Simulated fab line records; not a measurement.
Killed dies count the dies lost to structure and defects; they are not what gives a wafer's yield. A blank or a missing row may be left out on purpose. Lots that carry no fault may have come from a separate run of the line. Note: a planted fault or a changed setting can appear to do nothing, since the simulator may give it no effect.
Which tool is to blame? ; flow sky130 ; 39 wafers from 13 lots sampled at 3 of the route's 708 steps

## WHAT THE GAUGES SHOWED, per wafer
SKY_METAL5_RS_MEAS_05: a four-point-probe measurement.
lot;measured;on;METAL5_ALCU_RS (ohm/sq)
L706;day 43 11:41;film_metro-03;0.02737 0.02716 0.02751
L708;day 44 06:24;film_metro-02;0.02706 0.02717 0.02703
L709;day 44 08:23;film_metro-03;0.02653 0.02644 0.02668
L710;day 44 14:16;film_metro-03;0.02717 0.02718 0.02717
L712;day 45 02:17;film_metro-03;0.02675 0.02678 0.02688
L713;day 45 03:20;film_metro-03;0.02714 0.02711 0.02717
L715;day 45 04:13;film_metro-01;0.02726 0.02706 0.02724
L716;day 45 13:08;film_metro-03;0.02732 0.02733 0.02735
L717;day 46 01:51;film_metro-01;0.02701 0.02698 0.02684
L720;day 46 13:59;film_metro-02;0.0269 0.0268 0.02678
L722;day 47 14:28;film_metro-03;0.02736 0.02709 0.02731
L727;day 48 11:45;film_metro-01;0.02709 0.02686 0.02716
L728;day 48 15:08;film_metro-02;0.02665 0.02686 0.02693

## TOOL THAT RAN EACH LOT (tool first, then ch and the chambers of the sampled wafers, then the start)
lot;SKY_GATE_OXIDE_WET_ETCH_12;SKY_METAL5_SPUTTER_02
L706;wet_bench-01 ch 2, day 14 14:25;pvd_sputter-03, day 43 11:34
L708;wet_bench-01 ch 1, day 15 15:55;pvd_sputter-03, day 44 06:16
L709;wet_bench-01 ch 3, day 15 16:27;pvd_sputter-03, day 44 08:16
L710;wet_bench-01 ch 3, day 16 03:06;pvd_sputter-03, day 44 14:07
L712;wet_bench-02 ch 1, day 16 18:48;pvd_sputter-03, day 45 02:08
L713;wet_bench-01 ch 2, day 16 18:49;pvd_sputter-04, day 45 03:14
L715;wet_bench-01 ch 3, day 17 01:43;pvd_sputter-01, day 45 04:03
L716;wet_bench-01 ch 0, day 17 12:49;pvd_sputter-04, day 45 13:01
L717;wet_bench-01 ch 3, day 18 02:13;pvd_sputter-03, day 46 01:44
L720;wet_bench-02 ch 3, day 18 20:43;pvd_sputter-01, day 46 13:49
L722;wet_bench-02 ch 1, day 19 15:55;pvd_sputter-03, day 47 14:20
L727;wet_bench-04 ch 0, day 21 17:21;pvd_sputter-03, day 48 11:37
L728;wet_bench-04 ch 0, day 21 22:01;pvd_sputter-04, day 48 15:01
- SKY_GATE_OXIDE_WET_ETCH_12: etches SiO2 in dHF, target depth 16.8 nm, time 336 s.
- SKY_METAL5_SPUTTER_02: material AlCu, target thk 1150 nm, time 61.2 s.

## WHAT THE TOOLS THEMSELVES READ (means of the sampled wafers that have a number; where no wafer has one, the mark that the record gives instead)
SKY_METAL5_SPUTTER_02.
lot;tool;throttle_valve_pct (%)
L706;pvd_sputter-03;31.5
L708;pvd_sputter-03;30.5
L709;pvd_sputter-03;30.6
L710;pvd_sputter-03;30.8
L712;pvd_sputter-03;31.5
L713;pvd_sputter-04;30.0
L715;pvd_sputter-01;29.5
L716;pvd_sputter-04;29.6
L717;pvd_sputter-03;31.2
L720;pvd_sputter-01;30.4
L722;pvd_sputter-03;31.0
L727;pvd_sputter-03;30.6
L728;pvd_sputter-04;30.3

## THE ANSWER, worked out from the rows above alone
Rule: usual is defined by the lots themselves. Put in order of their means at a reading, lots are off if they are a third of the lots or fewer, leave a main group of 4 or more, and stand apart from it by a gap of 3 or more times the standard deviation of the main group's means; of several such gaps the widest counts. Not used: any main group whose means are identical at the precision the tables above print for the reading. Also off: a lot with no number at a reading for which 4 or more lots have one. The other lots that the step has rows for count as sound. After the gauges, taken in route order, come the tools' own readings; for these a lot's mean is taken, as printed above. At the first step where some lot is off, the reading lying furthest off is the one used; lots without a number count as furthest.
None of the lots is off at any reading shown; this tells nothing.

## WHAT THE SIMULATOR HAD PUT IN
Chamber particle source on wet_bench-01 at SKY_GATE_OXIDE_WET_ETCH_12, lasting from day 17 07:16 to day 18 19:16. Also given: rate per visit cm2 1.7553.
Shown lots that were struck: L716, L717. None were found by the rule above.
